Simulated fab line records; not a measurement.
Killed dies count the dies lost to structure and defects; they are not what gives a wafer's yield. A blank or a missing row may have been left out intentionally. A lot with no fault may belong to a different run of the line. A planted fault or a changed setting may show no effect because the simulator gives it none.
What tool caused it? | flow gf180mcu | 36 wafers from 12 lots sampled at 5 of the route's 602 steps

== WHAT THE GAUGES SHOWED, per wafer ==
GF_CONTACT_RS_MEAS_25: measures by four-point-probe. Usual: for CONTACT_W_RS the level is 0.386 ohm/sq and the standard deviation is 0.0039.
lot  | measured     | on            | CONTACT_W_RS (ohm/sq) | flag
L146 | day 16 04:56 | film metro-04 | 0.389 0.387 0.387     |
L149 | day 17 10:17 | film metro-04 | 0.384 0.386 0.388     |
L150 | day 18 01:05 | film metro-03 | 0.387 0.381 0.384     |
L151 | day 18 03:05 | film metro-03 | 0.383 0.386 0.380     |
L152 | day 18 16:24 | film metro-01 | 0.380 0.382 0.382     |
L157 | day 20 17:10 | film metro-03 | 0.405 0.402 0.404     | OFF
L159 | day 21 06:14 | film metro-01 | 0.405 0.404 0.410     | OFF
L162 | day 21 22:46 | film metro-01 | 0.387 0.386 0.385     |
L164 | day 22 18:05 | film metro-01 | 0.389 0.386 0.390     |
L167 | day 23 16:36 | film metro-01 | 0.383 0.378 0.383     |
L168 | day 24 11:26 | film metro-04 | 0.394 0.386 0.390     |
L169 | day 24 14:29 | film metro-04 | 0.385 0.381 0.382     |

GF_CONTACT_THK_MEAS_26: measures by xrf. Usual: for CONTACT_W_THK the level is 299 nm and the standard deviation is 3.4.
lot  | measured     | on            | CONTACT_W_THK (nm) | flag
L146 | day 16 05:02 | film metro-04 | 295 295 295        |
L149 | day 17 10:23 | film metro-04 | 299 297 297        |
L150 | day 18 01:11 | film metro-03 | 297 300 299        |
L151 | day 18 03:12 | film metro-03 | 301 297 303        |
L152 | day 18 16:31 | film metro-01 | 303 304 302        |
L157 | day 20 17:17 | film metro-03 | 282 284 283        | OFF
L159 | day 21 06:21 | film metro-01 | 285 285 282        | OFF
L162 | day 21 22:53 | film metro-01 | 299 300 301        |
L164 | day 22 18:13 | film metro-01 | 300 302 301        |
L167 | day 23 16:43 | film metro-01 | 300 302 299        |
L168 | day 24 11:33 | film metro-04 | 289 296 293        |
L169 | day 24 14:37 | film metro-04 | 297 300 300        |

== WHICH TOOL RAN EACH LOT (tool, then ch and the chambers of the sampled wafers, then the start) ==
lot  | GF_SALICIDE_SPUTTER_02       | GF_SALICIDE_RTA_06               | GF_CONTACT_CVD_24
L146 | pvd sputter-02, day 15 05:01 | rtp anneal-01 ch 0, day 15 05:17 | cvd w-02 ch 1, day 16 04:46
L149 | pvd sputter-03, day 16 09:28 | rtp anneal-02 ch 0, day 16 09:44 | cvd w-02 ch 0,1, day 17 10:11
L150 | pvd sputter-04, day 16 23:28 | rtp anneal-01 ch 0, day 16 23:43 | cvd w-02 ch 0,1, day 18 00:56
L151 | pvd sputter-04, day 17 01:37 | rtp anneal-02 ch 0, day 17 01:50 | cvd w-01 ch 0,1, day 18 02:59
L152 | pvd sputter-03, day 17 15:10 | rtp anneal-02 ch 0, day 17 15:24 | cvd w-01 ch 0,1, day 18 16:18
L157 | pvd sputter-03, day 19 14:52 | rtp anneal-02 ch 0, day 19 15:06 | cvd w-02 ch 0,1, day 20 17:04
L159 | pvd sputter-03, day 20 04:02 | rtp anneal-02 ch 0, day 20 04:16 | cvd w-02 ch 0,1, day 21 06:08
L162 | pvd sputter-04, day 20 21:40 | rtp anneal-02 ch 0, day 20 21:53 | cvd w-01 ch 1, day 21 22:40
L164 | pvd sputter-02, day 21 16:55 | rtp anneal-01 ch 0, day 21 17:10 | cvd w-01 ch 0,1, day 22 17:59
L167 | pvd sputter-02, day 22 15:11 | rtp anneal-01 ch 0, day 22 15:26 | cvd w-01 ch 1, day 23 16:30
L168 | pvd sputter-03, day 23 11:09 | rtp anneal-02 ch 0, day 23 11:23 | cvd w-01 ch 0,1, day 24 11:20
L169 | pvd sputter-03, day 23 14:22 | rtp anneal-02 ch 0, day 23 14:37 | cvd w-02 ch 0,1, day 24 14:23
- GF_SALICIDE_SPUTTER_02: material Co, target thk 10 nm, time 20 s.
- GF_SALICIDE_RTA_06: time 30 s.
- GF_CONTACT_CVD_24: deposits W, target thk 300 nm, time 90.339 s.

== WHAT THE TOOLS THEMSELVES READ (means of the sampled wafers that have a number; where no wafer has one, the mark that the record gives instead) ==
GF_SALICIDE_SPUTTER_02. Usual: cathode dc power W 999.96 W, standard deviation 0.18; throttle valve pct 30.3 %, standard deviation 1.3.
lot  | tool           | cathode dc power W (W) | throttle valve pct (%) | flag
L146 | pvd sputter-02 | 999.84                 | 30.7                   |
L149 | pvd sputter-03 | 1000.05                | 30.4                   |
L150 | pvd sputter-04 | 1000.13                | 29.9                   |
L151 | pvd sputter-04 | 999.94                 | 28.3                   |
L152 | pvd sputter-03 | 1000.07                | 29.8                   |
L157 | pvd sputter-03 | 999.91                 | 30.2                   |
L159 | pvd sputter-03 | 999.97                 | 30.0                   |
L162 | pvd sputter-04 | 999.94                 | 31.4                   |
L164 | pvd sputter-02 | 1000.02                | 29.7                   |
L167 | pvd sputter-02 | 999.96                 | 29.6                   |
L168 | pvd sputter-03 | 1000.02                | 30.3                   |
L169 | pvd sputter-03 | 1000.20                | 30.2                   |

GF_SALICIDE_RTA_06. Usual: chamber o2 ppm 1.995, standard deviation 0.023; lamp power pct 6.67 %, standard deviation 0.26; wafer_temp_C_max 534.0, standard deviation 0.73.
lot  | tool          | chamber o2 ppm | lamp power pct (%) | wafer_temp_C_max | flag
L146 | rtp anneal-01 | 2.001          | 6.39               | 534.3            |
L149 | rtp anneal-02 | 1.999          | 6.92               | 534.4            |
L150 | rtp anneal-01 | 2.000          | 6.39               | 533.9            |
L151 | rtp anneal-02 | 2.009          | 6.92               | 535.0            |
L152 | rtp anneal-02 | 1.967          | 6.90               | 533.6            |
L157 | rtp anneal-02 | 1.988          | 6.91               | 534.2            |
L159 | rtp anneal-02 | 1.999          | 6.92               | 534.0            |
L162 | rtp anneal-02 | 2.012          | 6.92               | 533.5            |
L164 | rtp anneal-01 | 2.012          | 6.39               | 533.8            |
L167 | rtp anneal-01 | 2.003          | 6.39               | 534.4            |
L168 | rtp anneal-02 | 2.029          | 6.92               | 533.9            |
L169 | rtp anneal-02 | 1.987          | 6.91               | 533.5            |

GF_CONTACT_CVD_24. Usual: heater power w 914 W, standard deviation 120; susceptor temp C 400.01 C, standard deviation 0.22.
lot  | tool     | heater power w (W) | susceptor temp C (C) | flag
L146 | cvd w-02 | 1070               | 399.97               |
L149 | cvd w-02 | 1030               | 400.05               |
L150 | cvd w-02 | 1034               | 399.97               |
L151 | cvd w-01 | 801                | 400.05               |
L152 | cvd w-01 | 810                | 399.88               |
L157 | cvd w-02 | 1006               | 396.91               | OFF
L159 | cvd w-02 | 995                | 397.28               | OFF
L162 | cvd w-01 | 764                | 400.26               |
L164 | cvd w-01 | 817                | 400.04               |
L167 | cvd w-01 | 773                | 399.74               |
L168 | cvd w-01 | 823                | 399.81               |
L169 | cvd w-02 | 1025               | 399.98               |

== THE ANSWER, worked out from the rows above alone ==
Rule: lot off if the mean of its wafers having a number is beyond 3 standard deviations from the usual mean. Also off: a lot with no number at a reading for which 4 or more lots have one. Any other lot the step has rows for is counted as sound. Order of review: gauges by route order, followed by the tools' own readings, for which a lot's mean as printed above is used. At the first step where some lot is off, the reading lying furthest off is the one used; lots without a number count as furthest.
Off: L157, L159, at GF_CONTACT_RS_MEAS_25 (CONTACT_W_RS).
If a tool, at a process step before that reading, ran all the lots that are off and no sound lot after the first of them, it fits. The gauges at GF_CONTACT_RS_MEAS_25 aren't tried: what is off there is off at GF_CONTACT_CVD_24 too, on other tools, and a gauge's error can't cause that. No candidate that was tried fits.

== WHAT THE SIMULATOR HAD INSERTED ==
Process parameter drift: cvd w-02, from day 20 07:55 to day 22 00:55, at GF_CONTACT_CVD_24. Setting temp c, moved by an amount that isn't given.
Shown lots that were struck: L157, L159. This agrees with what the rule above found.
